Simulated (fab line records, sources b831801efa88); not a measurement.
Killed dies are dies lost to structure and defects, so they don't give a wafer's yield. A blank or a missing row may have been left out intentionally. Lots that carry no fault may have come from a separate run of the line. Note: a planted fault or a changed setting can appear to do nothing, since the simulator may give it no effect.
Which tool did it? | flow gf180mcu | 12 lots with 36 wafers sampled at 2 steps, on a route of 602 steps

WHAT EACH GAUGE READ, for each wafer
GF_TOP_METAL_THK_MEAS_06: measures by xrf.
lot  | measured     | on           | TOP_METAL_ALCU_THK (nm)
L590 | day 27 01:37 | filmMetro-03 | 879 893 883
L592 | day 27 20:32 | filmMetro-02 | 896 902 913
L593 | day 28 04:15 | filmMetro-01 | 891 902 897
L594 | day 28 07:40 | filmMetro-01 | 928 893 895
L595 | day 28 15:11 | filmMetro-03 | 872 918 909
L597 | day 29 08:35 | filmMetro-02 | 889 897 900
L598 | day 29 16:23 | filmMetro-03 | 861 856 860
L599 | day 29 21:52 | filmMetro-01 | 930 913 913
L600 | day 30 07:01 | filmMetro-02 | 895 882 901
L601 | day 30 11:10 | filmMetro-03 | 889 903 892
L605 | day 31 14:35 | filmMetro-01 | 911 883 893
L611 | day 33 06:51 | filmMetro-02 | 880 887 878

WHICH TOOL RAN EACH LOT (tool, then ch and the chambers of the sampled wafers, then the start)
lot  | GF_V5_CVD_23
L590 | cvdW-01 ch 0,1, day 27 00:38
L592 | cvdW-02 ch 0,1, day 27 19:35
L593 | cvdW-02 ch 0, day 28 03:19
L594 | cvdW-01 ch 0, day 28 06:38
L595 | cvdW-01 ch 0,1, day 28 14:15
L597 | cvdW-01 ch 0,1, day 29 07:37
L598 | cvdW-02 ch 0,1, day 29 15:26
L599 | cvdW-01 ch 0, day 29 20:56
L600 | cvdW-01 ch 0,1, day 30 06:03
L601 | cvdW-01 ch 0,1, day 30 10:14
L605 | cvdW-01 ch 0,1, day 31 13:33
L611 | cvdW-02 ch 0, day 33 05:55
- GF_V5_CVD_23: deposits W, target thk 350 nm, time 104.9 s.

AS READ BY THE TOOLS THEMSELVES (means over the sampled wafers that have a number; for cases with no such wafer, the mark the record gives instead)
GF_V5_CVD_23.
lot  | tool    | heaterPowerW (W)
L590 | cvdW-01 | 829
L592 | cvdW-02 | 748
L593 | cvdW-02 | 748
L594 | cvdW-01 | 922
L595 | cvdW-01 | 833
L597 | cvdW-01 | 883
L598 | cvdW-02 | 762
L599 | cvdW-01 | 945
L600 | cvdW-01 | 880
L601 | cvdW-01 | 890
L605 | cvdW-01 | 841
L611 | cvdW-02 | 768

THE ANSWER, worked out from the rows above alone
Rule: the usual values come from the lots themselves. Put in order of their means at a reading, lots are off if they are a third of the lots or fewer, leave a main group of 4 or more, and stand apart from it by a gap of 3 or more times the standard deviation of the main group's means; of several such gaps the widest counts. Not used: any main group whose means are identical at the precision the tables above print for the reading. A lot without any number at a reading at which 4 lots or more have one is off too. The other lots that the step has rows for count as sound. The gauges are gone through in route order, then the tools' own readings, and for those a lot's mean is taken as printed above. The first step at which some lot is off is used, and at that step the reading that is off furthest; a lot without a number counts as furthest.
None of the lots is off at any reading shown; this tells nothing.

WHAT THE SIMULATOR HAD INSERTED
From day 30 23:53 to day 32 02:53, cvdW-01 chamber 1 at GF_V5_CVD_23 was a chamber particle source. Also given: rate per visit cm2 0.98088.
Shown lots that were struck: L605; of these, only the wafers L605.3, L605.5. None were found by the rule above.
